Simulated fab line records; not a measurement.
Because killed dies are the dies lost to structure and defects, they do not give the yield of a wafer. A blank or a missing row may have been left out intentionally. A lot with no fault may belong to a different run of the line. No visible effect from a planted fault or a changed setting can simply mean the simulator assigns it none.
A struck lot beside a sound one || flow sky130 || 15 out of 708 route steps
Sound: these wafers, L829.1, L829.4, L829.5. Struck: wafers L832.4, L832.5, L832.6. Last of all comes the cause.
At each step with rows: each side's tool, then ch and its chambers, then its first start. Under that, the readings that differ: sound wafers || struck wafers || difference of the means || sigmas: that difference in standard deviations of wafers without a fault.
alike: words and numbers the same on both sides, and readings whose means are apart by under 2 such deviations; not compared: readings that were withheld, readings missing a value for some wafer, numbers with overlapping values and no deviation given by the record, and bounds like >300 which may hide the same value.
A row with sigmas, a row that says differs or no value, or rows on one side alone: a step with any of these is where the two part. When numbers do not overlap yet have no deviation, they are printed without sigmas and do not part them. A reading that every wafer of one side lacks parts them only if that side has two wafers or more.

first, 8 steps without rows for these wafers: SKY_FIELD_ISO_DEHYDRATE_05 (time 60 s); SKY_FIELD_ISO_HMDS_06 (prime time 60 s); SKY_FIELD_ISO_COAT_07 (resist thk 60 nm); SKY_FIELD_ISO_COAT_08 (resist thk 450 nm); SKY_FIELD_ISO_SOFTBAKE_09 (time 90 s); SKY_FIELD_ISO_EXPOSE_10 (exposes mask FOM, target cd 150 nm); SKY_FIELD_ISO_PEB_11; SKY_FIELD_ISO_DEVELOP_12 (develop time 60 s).
SKY_FIELD_ISO_CD_MEAS_13 targets a cd of 150 nm.
  sound on cd sem-02, day 2 11:34; struck on cd sem-02, day 3 02:25
  alike: cd nm
SKY_FIELD_ISO_ETCH_14: etches BARC in N2/H2, stops on SiO2, time 45.9 s, target depth 60 nm.
  sound on rie diel-04 ch 0,1,3, day 2 11:41; struck on rie diel-02 ch 0,2,3, day 3 02:29
  alike: drypump motor current A, oes product au, rf fwd power W, throttle valve pct
  not compared: rf hours counter h
SKY_FIELD_ISO_ETCH_15: etches the open film in CHF3/O2, stops on Si, target depth 180 nm, time 72 s.
  sound on rie diel-04 ch 0,1,3, day 2 11:44; struck on rie diel-02 ch 0,2,3, day 3 02:32
  alike: drypump motor current A, oes product au, rf fwd power W, throttle valve pct
  not compared: rf hours counter h
SKY_FIELD_ISO_STRIP_16: strips in O2/N2.
  sound on plasma asher-03 ch 0,1, day 2 11:47; struck on plasma asher-04 ch 0,1, day 3 02:37
  alike: drypump motor current A, oes product au, strip time to endpoint s
  not compared: rf hours counter h
SKY_FIELD_ISO_ETCH_17: etches Si in HBr/Cl2/O2, target depth 342 nm, time 97.7 s.
  sound on rie si-02 ch 0,1,2, day 2 11:53; struck on rie si-01 ch 0,1, day 3 02:41
{"reading": "oes product au (a.u.)", "sound": "1.019 0.996 1.026", "struck": "0.946 0.954 0.949", "difference": -0.064, "sigmas": -8}
{"reading": "rf fwd power W (W)", "sound": "595.3 598.7 594.8", "struck": "498.5 496.7 502.5", "difference": -97.0, "sigmas": -51}
{"reading": "throttle valve pct (%)", "sound": "25.650 25.658 25.649", "struck": "25.694 25.690 25.688", "difference": "+0.038", "sigmas": "+4"}
{"reading": "model.FIELD_ISO.feature depth nm (nm)", "sound": "347.3 341.7 353.3", "struck": "316.5 315.3 313.9", "difference": -32.2, "sigmas": ""}
{"reading": "model.etch.depth nm (nm)", "sound": "347.3 341.7 353.3", "struck": "316.5 315.3 313.9", "difference": -32.2, "sigmas": ""}
  alike: drypump motor current A
  not compared: rf hours counter h
then, 1 step without rows for these wafers: SKY_FIELD_ISO_WET_ETCH_18 (etches Si3N4 in H3PO4, target depth 25 nm, time 286 s).
-- a jump in the record: the struck wafers' starts before and after are 44 days apart (it breaks off in module FIELD_ISO and resumes in module PAD_OPEN, where the first step shown is number 708 of the route) --
SKY_PAD_OPEN_PROBE_99:
  sound on prober-02, day 45 21:55; struck on prober-01, day 46 18:16
{"reading": "model.etest.res_p_drift_20v.line ohm um", "sound": "1.271e+04 1.214e+04 1.317e+04", "struck": "1.019e+04 9880 9999", "difference": -2.650e+03, "sigmas": ""}
{"reading": "model.etest.res_p_drift_20v.rs ohm sq", "sound": "1.047e+04 1.007e+04 1.098e+04", "struck": "8339 8282 8215", "difference": -2228, "sigmas": ""}
{"reading": "model.etest.pfet_16v.r on ohm um", "sound": "1.526e+04 1.506e+04 1.553e+04", "struck": "1.452e+04 1.429e+04 1.428e+04", "difference": -9.200e+02, "sigmas": ""}
{"reading": "model.etest.res iso pwell.rs ohm sq", "sound": "2873 2754 3007", "struck": "2674 2640 2613", "difference": -236, "sigmas": ""}
{"reading": "model.etest.res iso pwell.line ohm um", "sound": "1076 1046 1152", "struck": "1018 989.3 981.4", "difference": -95, "sigmas": ""}
{"reading": "model.etest.res nwell.rs ohm sq", "sound": "931.2 921.9 960", "struck": "888 882.1 882.1", "difference": -54, "sigmas": ""}
{"reading": "model.etest.res nwell.width nm (nm)", "sound": "836.6 839 840.2", "struck": "833.1 828.8 827.2", "difference": -8.9, "sigmas": ""}
{"reading": "model.etest.pfet_16v.drive ua um", "sound": "242.3 244.9 237.2", "struck": "248.8 250.8 249.9", "difference": "+8.4", "sigmas": ""}
  alike: killed_at_M0_to_M3, killed_at_M4_up, killed at contacts, killed at front end, killed at other, killed dies, killed on rim, killed open, killed short

== WHERE THEY PART ==
Only at SKY_FIELD_ISO_ETCH_17, as far as this record shows. Later steps at which nothing parts them and some readings are alike: SKY_PAD_OPEN_PROBE_99.

WHY: whatever the simulator had introduced
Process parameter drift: rie si-01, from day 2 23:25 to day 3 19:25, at SKY_FIELD_ISO_ETCH_17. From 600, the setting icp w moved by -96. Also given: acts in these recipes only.
